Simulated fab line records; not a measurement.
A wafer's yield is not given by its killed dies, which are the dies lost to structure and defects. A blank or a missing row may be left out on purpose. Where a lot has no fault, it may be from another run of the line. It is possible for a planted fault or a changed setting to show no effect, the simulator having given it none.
fab line records | flow sky130
record: lots: 6 wafers: 18 last_day: 50
route steps=708 shown LDD_P@263 LDD_HVN@267 LDD_HVP@278 PAD_OPEN@708
lots that met no fault: taken from a fault-free run of the same line
start_h: start of the lot's first displayed wafer, in hours after the record's first day | wait_h: time in hours since the lot's previous step | " identical to the entry in the row above | L1.1+2: one row covering several wafers at once | - no value present, or no start provided | * or withheld: withheld | < > ~ a bound
route shown NAME@n: names a module that has steps shown in the file, with the first one's number in the route | usual: average and standard deviation across the fault-free wafers | same: alike in all rows | chamber/n: place in a boat | sites: readings site by site | _std_site: standard deviation of those values | _edge_site: outer sites' mean less inner sites' | radius_mm: for every site, how far away it sits from the centre of the wafer | mask NAME#n: copy n | behind: tool/chamber where the wafer was last shaped | hold: cause of the lot's hold/its duration in hours/its outcome | device: the n, p or np transistor that did not switch | end of line: the route-end tests of the same wafers | a step without rows: its recipe alone | killed: not the wafer's yield, but the dies lost to structure and defects at the first sort | map: dies across one wafer; x = killed, . = not, _ = none there
set.NAME: the run value of the setting; set.NAME@STEP: its run value at that earlier step | model.NAME: the simulator's own value behind a step, which no gauge read
lots seen at some steps along the route; tables by step, rows by wafer
services: the hour from which a tool's chamber was out of use, counted from the record's first day as start_h (under 0 if before that day), plus the number of hours and why
== steps ==
step: SKY_LDD_P_OVL_MEAS_08
usual: LDD_P_OVL: -0.2/1.3
columns lot.wafer tool chamber start_h wait_h LDD_P_OVL[nm]
L724.3 overlay-02 - 452.64 0.1 0.8
L724.5 " - " " 0.5
L724.6 " - " " 0.3
L725.2 overlay-02 - 468.38 0.1 -1.0
L725.3 " - " " -2.1
L725.5 " - " " -1.6
L727.2 overlay-02 - 486.46 0.1 -0.9
L727.3 " - " " -2.4
L727.5 " - " " -0.6
L728.3 overlay-02 - 493.72 0.1 -1.7
L728.4 " - " " 0.0
L728.5 " - " " -2.3
L738.1 overlay-01 - 584.41 0.1 -0.6
L738.4 " - " " 0.6
L738.6 " - " " 0.5
L745.2 overlay-01 - 633.62 0.1 -0.1
L745.3 " - " " 0.9
L745.6 " - " " 0.2
step: SKY_LDD_P_IMPLANT_09
recipe: species: BF2 energy_kev: 25 dose_cm2: 1e+13 tilt_deg: withheld
step: SKY_LDD_P_STRIP_10
recipe: chemistry: O2/N2 power_w: 1400 pressure_mtorr: 1500 platen_temp_c: withheld o2_flow_sccm: 3000 n2_flow_sccm: 300 overash_fraction: 0.5
usual: drypump_motor_current_A: 5.6/0.48 oes_product_au: 0.716/0.0049 strip_time_to_endpoint_s: 14.16/0.035
columns lot.wafer tool chamber start_h wait_h drypump_motor_current_A oes_product_au rf_hours_counter_h strip_time_to_endpoint_s
L724.3 plasma_asher-03 0 452.85 0.1 5.3 0.718 - 14.12
L724.5 " 1 " " 5.2 0.716 - 14.12
L724.6 " 0 " " 5.3 0.714 - 14.12
L725.2 plasma_asher-02 0 468.56 0.1 4.9 0.718 65 14.14
L725.3 " 0 " " 5.0 0.712 - 14.10
L725.5 " 0 " " 4.9 0.709 - 14.13
L727.2 plasma_asher-02 1 486.64 0.1 6.1 0.725 67 14.18
L727.3 " 1 " " 6.2 0.713 - 14.16
L727.5 " 0 " " 4.9 0.716 - 14.17
L728.3 plasma_asher-02 0 493.93 0.1 4.9 0.710 - 14.18
L728.4 " 1 " " 6.1 0.713 - 14.17
L728.5 " 1 " " 6.2 0.720 - 14.14
L738.1 plasma_asher-03 1 584.59 0.1 5.2 0.713 84 14.14
L738.4 " 0 " " 5.3 0.709 - 14.12
L738.6 " 0 " " 5.3 0.716 - 14.13
L745.2 plasma_asher-01 0 633.80 0.1 6.1 0.714 20 14.17
L745.3 " 0 " " 6.1 0.722 - 14.18
L745.6 " 0 " " 6.1 0.710 - 14.14
step: SKY_LDD_P_TW_MEAS_11
usual: LDD_P_TW: 634/4.5
columns lot.wafer tool chamber start_h wait_h LDD_P_TW
L724.3 film_metro-04 - 452.93 0.1 626
L724.5 " - " " 628
L724.6 " - " " 625
L725.2 film_metro-01 - 468.67 0.1 632
L725.3 " - " " 630
L725.5 " - " " 631
L727.2 film_metro-03 - 486.75 0.1 643
L727.3 " - " " 639
L727.5 " - " " 638
L728.3 film_metro-01 - 494.01 0.1 631
L728.4 " - " " 633
L728.5 " - " " 637
L738.1 film_metro-01 - 584.69 0.1 632
L738.4 " - " " 633
L738.6 " - " " 627
L745.2 film_metro-03 - 633.91 0.1 638
L745.3 " - " " 640
L745.6 " - " " 641
step: SKY_LDD_HVN_DEHYDRATE_00
recipe: temp_c: 200 time_s: 60
step: SKY_LDD_HVN_HMDS_01
recipe: prime_time_s: 60 prime_temp_c: 120
step: SKY_LDD_HVN_COAT_02
recipe: resist: NOVOLAK spin_rpm: 3000 resist_thk_nm: 300
step: SKY_LDD_HVN_SOFTBAKE_03
recipe: temp_c: 90 time_s: 60 resist: NOVOLAK
step: SKY_LDD_HVN_EXPOSE_04
recipe: mask_id: HVNTM na: 0.6 source_shape: conventional sigma_outer: 0.6 polarization: unpolarized target_cd_nm: 700 dose_mj: 127
step: SKY_LDD_HVN_PEB_05
recipe: temp_c: withheld time_s: * resist: NOVOLAK
step: SKY_LDD_HVN_DEVELOP_06
recipe: resist: NOVOLAK developer: TMAH develop_time_s: 60 dev_temp_c: 23
step: SKY_LDD_HVN_OVL_MEAS_07
usual: LDD_HVN_OVL: -0.5/1.2
columns lot.wafer tool chamber start_h wait_h LDD_HVN_OVL[nm]
L724.3 overlay-01 - 482.89 0.1 1.1
L724.5 " - " " 0.6
L724.6 " - " " 0.6
L725.2 overlay-01 - 499.19 0.1 -0.7
L725.3 " - " " -2.3
L725.5 " - " " 0.8
L727.2 overlay-01 - 517.19 0.1 -0.8
L727.3 " - " " -0.4
L727.5 " - " " 0.3
L728.3 overlay-01 - 523.94 0.1 1.1
L728.4 " - " " -1.6
L728.5 " - " " -0.2
L738.1 overlay-02 - 613.68 0.1 -2.0
L738.4 " - " " -1.3
L738.6 " - " " -1.7
L745.2 overlay-01 - 662.24 0.1 0.4
L745.3 " - " " -2.2
L745.6 " - " " 0.7
step: SKY_LDD_HVN_IMPLANT_08
recipe: species: P energy_kev: 60 dose_cm2: 3e+13 tilt_deg: 40
columns lot.wafer tool chamber start_h wait_h
L724.3+5+6 implanter-03 0 482.96 0.1
L725.2+3+5 implanter-01 0 499.25 0.0
L727.2+3+5 implanter-03 0 517.25 0.0
L728.3+4+5 implanter-03 0 524.01 0.1
L738.1+4+6 implanter-04 0 613.71 0.0
L745.2+3+6 implanter-03 0 662.30 0.0
step: SKY_LDD_HVN_STRIP_09
recipe: chemistry: O2/N2 power_w: 1400 pressure_mtorr: 1500 platen_temp_c: withheld o2_flow_sccm: 3000 n2_flow_sccm: 300 overash_fraction: 0.5
usual: drypump_motor_current_A: 5.6/0.56 oes_product_au: 0.409/0.0044 strip_time_to_endpoint_s: 4.134/0.016
columns lot.wafer tool chamber start_h wait_h drypump_motor_current_A oes_product_au rf_hours_counter_h strip_time_to_endpoint_s
L724.3 plasma_asher-04 1 483.10 0.1 5.5 0.402 - 4.130
L724.5 " 0 " " 6.6 0.407 - 4.147
L724.6 " 1 " " 5.5 0.408 - 4.111
L725.2 plasma_asher-03 0 499.37 0.1 5.3 0.415 75 4.145
L725.3 " 0 " " 5.3 0.398 - 4.134
L725.5 " 1 " " 5.2 0.406 - 4.150
L727.2 plasma_asher-04 0 517.37 0.1 6.6 0.407 40 4.161
L727.3 " 1 " " 5.5 0.412 - 4.157
L727.5 " 0 " " 6.6 0.405 - 4.160
L728.3 plasma_asher-04 0 524.15 0.1 6.6 0.411 - 4.136
L728.4 " 1 " " 5.5 0.408 - 4.156
L728.5 " 1 " " 5.4 0.412 - 4.151
L738.1 plasma_asher-03 1 613.86 0.1 5.2 0.411 86 4.119
L738.4 " 0 " " 5.3 0.411 - 4.132
L738.6 " 1 " " 5.3 0.404 - 4.139
L745.2 plasma_asher-02 0 662.42 0.1 4.9 0.413 84 4.122
L745.3 " 1 " " 6.2 0.413 - 4.154
L745.6 " 0 " " 5.0 0.412 - 4.133
step: SKY_LDD_HVN_TW_MEAS_10
usual: LDD_HVN_TW: 1435/17
columns lot.wafer tool chamber start_h wait_h LDD_HVN_TW
L724.3 film_metro-04 - 483.18 0.1 1417
L724.5 " - " " 1412
L724.6 " - " " 1422
L725.2 film_metro-03 - 499.48 0.1 1443
L725.3 " - " " 1441
L725.5 " - " " 1437
L727.2 film_metro-02 - 517.48 0.1 1385
L727.3 " - " " 1390
L727.5 " - " " 1394
L728.3 film_metro-03 - 524.23 0.1 1394
L728.4 " - " " 1390
L728.5 " - " " 1390
L738.1 film_metro-03 - 613.96 0.1 1447
L738.4 " - " " 1450
L738.6 " - " " 1455
L745.2 film_metro-02 - 662.53 0.1 1441
L745.3 " - " " 1448
L745.6 " - " " 1444
step: SKY_LDD_HVP_DEHYDRATE_00
recipe: temp_c: 200 time_s: 60
step: SKY_PAD_OPEN_PROBE_99
usual: killed_at_M0_to_M3: 43/6.7 killed_at_M4_up: 3.1/1.9 killed_at_contacts: 25/5 killed_at_front_end: 15/4 killed_at_other: 0.4/0.69 killed_dies: 87/9.2 killed_on_rim: 17/3.6 killed_open: 46/7.1 killed_short: 40/6.8
same: gross_dies: 492 killed_at_back_side: 0
columns lot.wafer tool chamber start_h wait_h killed_at_M0_to_M3 killed_at_M4_up killed_at_contacts killed_at_front_end killed_at_other killed_dies killed_on_rim killed_open killed_short model.etest.tip_n_5v.rs_ohm_sq model.etest.tip_n_5v.rs_ohm_sq_range model.etest.tip_n_5v.rs_ohm_sq_rim_less_centre model.etest.nfet_g5v0d10v5.r_on_ohm_um model.etest.nfet_g5v0d10v5.vt_sat_v model.etest.nfet_g5v0d10v5.vt_v_range
L724.3 prober-01 - 1092.62 0.2 56 1 39 16 0 112 27 64 47 1372 34.16 -19.05 1905 0.7493 0.01883
L724.5 prober-01 - 1092.72 0.2 45 2 16 20 1 84 17 41 43 1380 25.9 -4.052 1897 0.7658 0.01809
L724.6 prober-01 - 1092.77 0.2 46 3 27 18 0 94 21 54 40 1390 24.17 -4.93 1901 0.7648 0.01776
L725.2 prober-01 - 1101.84 0.1 33 2 30 12 0 77 12 38 37 1369 36.47 22.83 1882 0.7397 0.01556
L725.3 prober-01 - 1101.89 0.2 48 1 23 7 0 79 16 37 42 1376 23.68 6.762 1844 0.7478 0.01261
L725.5 prober-01 - 1101.99 0.2 47 2 22 15 0 86 18 39 47 1381 21.4 6.975 1862 0.7561 0.01496
L727.2 prober-02 - 1116.17 0.1 50 2 13 23 0 88 18 48 40 1648 229.9 -112.5 1891 0.783 0.01342
L727.3 prober-02 - 1116.22 0.2 42 0 23 16 1 82 14 43 39 1640 220.8 -107.8 1912 0.7805 0.02041
L727.5 prober-02 - 1116.32 0.2 35 3 14 19 1 72 12 36 36 1651 239.8 -126.8 1926 0.7803 0.01726
L728.3 prober-01 - 1116.98 0.2 48 1 25 11 0 85 19 46 39 1661 221.4 -96.12 1888 0.7882 0.01243
L728.4 prober-01 - 1117.03 0.2 37 0 28 18 0 83 18 39 43 1659 233.9 -111 1909 0.7768 0.01681
L728.5 prober-01 - 1117.08 0.2 61 2 26 13 0 102 18 51 50 1663 241.8 -111.6 1908 0.7795 0.02129
L738.1 prober-02 - 1177.07 0.1 52 3 25 7 1 88 17 39 49 1372 26.62 14.74 1889 0.766 0.01642
L738.4 prober-02 - 1177.22 0.2 46 2 27 16 0 91 10 54 37 1373 28.16 12.32 1901 0.7695 0.01047
L738.6 prober-02 - 1177.32 0.2 40 0 16 8 1 65 16 31 34 1366 34.75 3.585 1875 0.7701 0.0127
L745.2 prober-01 - 1204.66 0.1 33 1 24 17 1 76 15 41 35 1384 25.28 -8.47 1913 0.7741 0.01697
L745.3 prober-01 - 1204.71 0.2 38 3 25 14 0 80 16 45 35 1382 25.14 5.785 1888 0.7593 0.00723
L745.6 prober-01 - 1204.86 0.2 43 7 30 15 0 95 14 46 49 1388 44.23 32.29 1884 0.773 0.01189
killed by level:class
L724.3 LI_CONTACT:geometric_particle:open=11 CONTACT:geometric_particle:open=11 VIA2:geometric_particle:open=10 VIA1:geometric_particle:open=8 CONTACT:geometric_particle:short=7 METAL2:geometric_particle:short=7 VIA3:geometric_particle:open=7 LOCAL_INTERCONNECT:geometric_particle:short=6
L724.5 VIA1:geometric_particle:open=12 METAL2:geometric_particle:short=9 LI_CONTACT:geometric_particle:open=6 FIELD_ISO:geometric_particle:short=5 POLY_GATE:geometric_particle:open=5 CONTACT:geometric_particle:short=4 METAL1:geometric_particle:short=4 VIA1:geometric_particle:short=4
L724.6 METAL2:geometric_particle:short=11 VIA2:geometric_particle:open=11 LI_CONTACT:geometric_particle:open=10 CONTACT:geometric_particle:open=10 VIA3:geometric_particle:short=6 VIA1:geometric_particle:open=5 FIELD_ISO:geometric_particle:short=4 POLY_GATE:geometric_particle:short=4
L725.2 CONTACT:geometric_particle:open=10 LOCAL_INTERCONNECT:geometric_particle:short=8 LI_CONTACT:geometric_particle:open=7 METAL1:geometric_particle:short=5 VIA3:geometric_particle:open=4 METAL2:geometric_particle:short=4 VIA2:geometric_particle:open=4 FIELD_ISO:geometric_particle:short=3
L725.3 VIA1:geometric_particle:open=9 LI_CONTACT:geometric_particle:open=8 VIA2:geometric_particle:open=7 CONTACT:geometric_particle:short=6 METAL1:geometric_particle:short=6 VIA1:geometric_particle:short=6 VIA2:geometric_particle:short=5 CONTACT:geometric_particle:open=5
L725.5 CONTACT:geometric_particle:open=11 METAL1:geometric_particle:short=8 METAL2:geometric_particle:short=8 VIA1:geometric_particle:short=7 VIA2:geometric_particle:open=5 FIELD_ISO:geometric_particle:open=4 FIELD_ISO:geometric_particle:short=4 POLY_GATE:geometric_particle:short=4
L727.2 VIA1:geometric_particle:short=12 VIA1:geometric_particle:open=10 FIELD_ISO:geometric_particle:open=8 METAL2:geometric_particle:short=7 VIA2:geometric_particle:open=6 FIELD_ISO:geometric_particle:short=5 LI_CONTACT:geometric_particle:open=5 CONTACT:geometric_particle:open=5
L727.3 CONTACT:geometric_particle:open=8 CONTACT:geometric_particle:short=6 VIA1:geometric_particle:short=6 VIA2:geometric_particle:open=6 POLY_GATE:geometric_particle:short=5 LI_CONTACT:geometric_particle:open=5 METAL1:geometric_particle:short=5 VIA3:geometric_particle:open=5
L727.5 CONTACT:geometric_particle:open=6 POLY_GATE:geometric_particle:open=5 VIA1:geometric_particle:open=5 VIA2:geometric_particle:open=5 METAL3:geometric_particle:short=5 FIELD_ISO:geometric_particle:open=4 LI_CONTACT:geometric_particle:open=4 VIA1:geometric_particle:short=4
L728.3 METAL1:geometric_particle:short=10 VIA3:geometric_particle:open=9 CONTACT:geometric_particle:open=9 LI_CONTACT:geometric_particle:open=8 VIA1:geometric_particle:open=7 CONTACT:geometric_particle:short=6 METAL2:geometric_particle:short=6 VIA2:geometric_particle:open=6
L728.4 VIA3:geometric_particle:open=9 CONTACT:geometric_particle:open=9 LOCAL_INTERCONNECT:geometric_particle:short=8 FIELD_ISO:geometric_particle:short=7 VIA1:geometric_particle:open=5 VIA2:geometric_particle:open=5 FIELD_ISO:geometric_particle:open=4 POLY_GATE:geometric_particle:short=4
L728.5 METAL2:geometric_particle:short=14 VIA1:geometric_particle:open=11 METAL1:geometric_particle:short=9 VIA3:geometric_particle:open=9 LI_CONTACT:geometric_particle:open=7 CONTACT:geometric_particle:open=7 LOCAL_INTERCONNECT:geometric_particle:short=5 CONTACT:geometric_particle:short=5
L738.1 VIA3:geometric_particle:open=10 METAL2:geometric_particle:short=9 CONTACT:geometric_particle:open=8 METAL1:geometric_particle:short=7 VIA1:geometric_particle:open=6 LI_CONTACT:geometric_particle:open=6 METAL3:geometric_particle:short=5 VIA1:geometric_particle:short=5
L738.4 CONTACT:geometric_particle:open=11 VIA2:geometric_particle:open=9 LI_CONTACT:geometric_particle:open=7 VIA1:geometric_particle:open=7 VIA3:geometric_particle:open=7 METAL1:geometric_particle:short=6 POLY_GATE:geometric_particle:open=5 CONTACT:geometric_particle:short=5
L738.6 VIA1:geometric_particle:open=9 VIA3:geometric_particle:open=7 VIA1:geometric_particle:short=6 METAL2:geometric_particle:short=5 LI_CONTACT:geometric_particle:short=4 VIA2:geometric_particle:open=4 POLY_GATE:geometric_particle:open=3 VIA2:geometric_particle:short=3
L745.2 CONTACT:geometric_particle:open=9 METAL1:geometric_particle:short=8 VIA1:geometric_particle:open=6 LOCAL_INTERCONNECT:geometric_particle:short=5 VIA2:geometric_particle:open=5 FIELD_ISO:geometric_particle:open=3 FIELD_ISO:geometric_particle:short=3 CONTACT:geometric_particle:short=3
L745.3 CONTACT:geometric_particle:open=9 LI_CONTACT:geometric_particle:open=7 VIA1:geometric_particle:open=7 VIA3:geometric_particle:open=7 FIELD_ISO:geometric_particle:short=6 VIA1:geometric_particle:short=5 VIA2:geometric_particle:open=5 METAL3:geometric_particle:short=5
L745.6 VIA1:geometric_particle:open=10 METAL2:geometric_particle:short=9 CONTACT:geometric_particle:short=8 LI_CONTACT:geometric_particle:open=8 VIA3:geometric_particle:open=7 CONTACT:geometric_particle:open=6 LOCAL_INTERCONNECT:geometric_particle:short=5 METAL4:geometric_particle:short=5
== services ==
columns tool chamber start_h hours kind
plasma_asher-01 0 430.25 - clean
plasma_asher-01 1 430.25 - clean
plasma_asher-03 - 431.69 1.5 repair
implanter-01 - 432.70 6.7 repair
implanter-01 - 459.02 0.8 repair
plasma_asher-03 - 459.36 1.6 repair
plasma_asher-03 - 460.97 4.3 pm
implanter-01 - 510.04 3.1 repair
implanter-01 - 520.56 3.1 pm
implanter-01 - 523.61 4.5 pm
implanter-04 - 529.04 3.2 pm
implanter-01 - 530.43 1.4 repair
plasma_asher-04 - 530.70 0.7 repair
implanter-04 - 534.56 7.5 repair
implanter-04 - 566.48 2.5 repair
plasma_asher-02 - 587.27 1.8 repair
plasma_asher-03 - 604.10 2.8 pm
implanter-04 - 651.21 9.9 repair
plasma_asher-01 - 653.95 1.4 repair
plasma_asher-04 - 654.22 2.8 pm
== key ==
first_sign: step: SKY_LDD_HVN_TW_MEAS_10 reading: LDD_HVN_TW direction: down sigmas: 2.7 usual: 1435 struck: 1391
effect none on later readings
model_effect: step: SKY_PAD_OPEN_PROBE_99 value: etest.tip_n_5v.rs_ohm_sq without: 1392 struck: 1654
met_at SKY_LDD_HVN_IMPLANT_08
struck_wafers L727.2,L727.3,L727.5,L728.3,L728.4,L728.5
tester_left_out L727,L728
onset_between 482.96 517.25
also_fits SKY_LDD_P_STRIP_10:plasma_asher-02,SKY_LDD_HVN_STRIP_09:plasma_asher-04
fault: kind: process_parameter_drift tool: implanter-03 chamber: - onset_h: 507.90 steps: SKY_LDD_HVN_IMPLANT_08 channel: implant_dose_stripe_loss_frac offset: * shape: step end_h: 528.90
tester_left_out: of these lots the tester's yield and bins aren't shown, on N5 and GAA mostly nor the transistor test; their killed dies are dies lost to structure and defects alone, not to doping, threshold or leakage, so they don't give the yield
